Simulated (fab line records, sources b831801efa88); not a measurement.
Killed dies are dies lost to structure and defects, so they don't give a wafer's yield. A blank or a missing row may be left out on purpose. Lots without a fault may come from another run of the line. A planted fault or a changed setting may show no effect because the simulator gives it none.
Which tool did it? | flow gf180mcu | 13 lots, 39 wafers sampled, at 4 steps of a route of 602

WHAT THE GAUGES READ, wafer by wafer
GF_POLY_GATE_CD_MEAS_10: target cd 280 nm. Usual: cd_nm 280.0 nm, standard deviation 1.1.
lot  | measured     | on        | cd_nm (nm)        | flag
L752 | day 9 04:46  | cd_sem-02 | 280.8 281.0 281.0 |
L753 | day 9 14:58  | cd_sem-01 | 279.6 278.8 280.3 |
L756 | day 10 06:29 | cd_sem-02 | 279.2 277.9 279.3 |
L757 | day 10 10:16 | cd_sem-01 | 279.0 278.0 279.7 |
L758 | day 10 16:28 | cd_sem-01 | 280.7 279.3 280.5 |
L760 | day 11 07:52 | cd_sem-01 | 280.4 279.5 281.3 |
L761 | day 11 19:40 | cd_sem-02 | 279.4 279.0 280.0 |
L767 | day 13 12:13 | cd_sem-02 | 278.6 279.8 279.0 |
L769 | day 14 01:42 | cd_sem-01 | 266.1 265.2 265.0 | OFF
L771 | day 14 19:31 | cd_sem-02 | 281.7 281.0 279.0 |
L772 | day 15 08:03 | cd_sem-02 | 281.5 280.0 279.7 |
L773 | day 16 02:51 | cd_sem-01 | 279.2 279.1 281.0 |
L775 | day 16 15:58 | cd_sem-01 | 281.6 280.9 282.0 |

GF_M3_THK_MEAS_06: measures by xrf. Usual: M3_ALCU_THK 447 nm, standard deviation 3.9.
lot  | measured     | on            | M3_ALCU_THK (nm) | flag
L752 | day 20 07:28 | film_metro-04 | 455 456 451      |
L753 | day 20 18:28 | film_metro-01 | 446 448 449      |
L756 | day 21 17:25 | film_metro-03 | 445 442 444      |
L757 | day 21 20:35 | film_metro-01 | 450 446 447      |
L758 | day 22 10:02 | film_metro-01 | 447 442 442      |
L760 | day 23 01:50 | film_metro-03 | 445 446 452      |
L761 | day 23 17:42 | film_metro-01 | 455 451 449      |
L767 | day 25 13:05 | film_metro-01 | 447 450 449      |
L769 | day 26 03:49 | film_metro-04 | 449 449 447      |
L771 | day 26 18:36 | film_metro-04 | 445 443 447      |
L772 | day 27 06:25 | film_metro-04 | 445 447 446      |
L773 | day 28 02:38 | film_metro-01 | 444 443 445      |
L775 | day 28 15:42 | film_metro-03 | 444 444 440      |

WHICH TOOL RAN EACH LOT (tool, then ch and the chambers of the sampled wafers, then the start)
lot  | GF_POLY_GATE_EXPOSE_07            | GF_M3_SPUTTER_00
L752 | krf_scanner-02 ch 0, day 8 21:05  | pvd_sputter-01, day 20 07:07
L753 | krf_scanner-02 ch 0, day 9 06:38  | pvd_sputter-02, day 20 18:06
L756 | krf_scanner-01 ch 0, day 9 21:48  | pvd_sputter-01, day 21 17:04
L757 | krf_scanner-01 ch 0, day 10 00:55 | pvd_sputter-04, day 21 20:15
L758 | krf_scanner-02 ch 0, day 10 07:41 | pvd_sputter-01, day 22 09:42
L760 | krf_scanner-02 ch 0, day 10 23:34 | pvd_sputter-04, day 23 01:29
L761 | krf_scanner-02 ch 0, day 11 10:33 | pvd_sputter-04, day 23 17:22
L767 | krf_scanner-02 ch 0, day 13 02:05 | pvd_sputter-01, day 25 12:44
L769 | krf_scanner-01 ch 0, day 13 15:32 | pvd_sputter-01, day 26 03:28
L771 | krf_scanner-01 ch 0, day 14 09:26 | pvd_sputter-01, day 26 18:16
L772 | krf_scanner-01 ch 0, day 14 21:19 | pvd_sputter-01, day 27 06:05
L773 | krf_scanner-02 ch 0, day 15 16:16 | pvd_sputter-04, day 28 02:18
L775 | krf_scanner-01 ch 0, day 16 04:45 | pvd_sputter-01, day 28 15:22
- GF_POLY_GATE_EXPOSE_07: exposes mask Poly2, target cd 280 nm.
- GF_M3_SPUTTER_00: material Ti, target thk 37.5 nm, time 150 s.

WHAT THE TOOLS THEMSELVES READ (means of the sampled wafers that have a number; where no wafer has one, the mark that the record gives instead)
GF_POLY_GATE_EXPOSE_07. Usual: focus_offset_nm 0.1 nm, standard deviation 0.43.
lot  | tool           | focus_offset_nm (nm) | flag
L752 | krf_scanner-02 | 0.5                  |
L753 | krf_scanner-02 | 0.2                  |
L756 | krf_scanner-01 | 0.0                  |
L757 | krf_scanner-01 | 0.9                  |
L758 | krf_scanner-02 | 0.0                  |
L760 | krf_scanner-02 | 0.3                  |
L761 | krf_scanner-02 | 0.1                  |
L767 | krf_scanner-02 | 0.4                  |
L769 | krf_scanner-01 | -0.6                 |
L771 | krf_scanner-01 | 0.1                  |
L772 | krf_scanner-01 | 0.3                  |
L773 | krf_scanner-02 | 0.1                  |
L775 | krf_scanner-01 | -0.1                 |

GF_M3_SPUTTER_00. Usual: throttle_valve_pct 29.6 %, standard deviation 0.78.
lot  | tool           | throttle_valve_pct (%) | flag
L752 | pvd_sputter-01 | 29.9                   |
L753 | pvd_sputter-02 | 31.2                   |
L756 | pvd_sputter-01 | 29.7                   |
L757 | pvd_sputter-04 | 29.0                   |
L758 | pvd_sputter-01 | 30.0                   |
L760 | pvd_sputter-04 | 28.9                   |
L761 | pvd_sputter-04 | 28.7                   |
L767 | pvd_sputter-01 | 29.3                   |
L769 | pvd_sputter-01 | 29.8                   |
L771 | pvd_sputter-01 | 29.8                   |
L772 | pvd_sputter-01 | 29.4                   |
L773 | pvd_sputter-04 | 29.4                   |
L775 | pvd_sputter-01 | 29.6                   |

THE ANSWER, worked out from the rows above alone
Rule: a lot is off if the mean of its wafers that have a number lies more than 3 standard deviations from the usual mean. A lot without any number at a reading at which 4 lots or more have one is off too. The other lots that the step has rows for count as sound. The gauges are gone through in route order, then the tools' own readings, and for those a lot's mean is taken as printed above. The first step at which some lot is off is used, and at that step the reading that is off furthest; a lot without a number counts as furthest.
Off: L769, at GF_POLY_GATE_CD_MEAS_10 (cd_nm).
A tool fits if, at a process step before that reading, it ran every lot that is off, and no sound lot after the first of them. The gauges at GF_POLY_GATE_CD_MEAS_10 are tried like those tools. None of those tried fits.

WHAT THE SIMULATOR HAD PUT IN
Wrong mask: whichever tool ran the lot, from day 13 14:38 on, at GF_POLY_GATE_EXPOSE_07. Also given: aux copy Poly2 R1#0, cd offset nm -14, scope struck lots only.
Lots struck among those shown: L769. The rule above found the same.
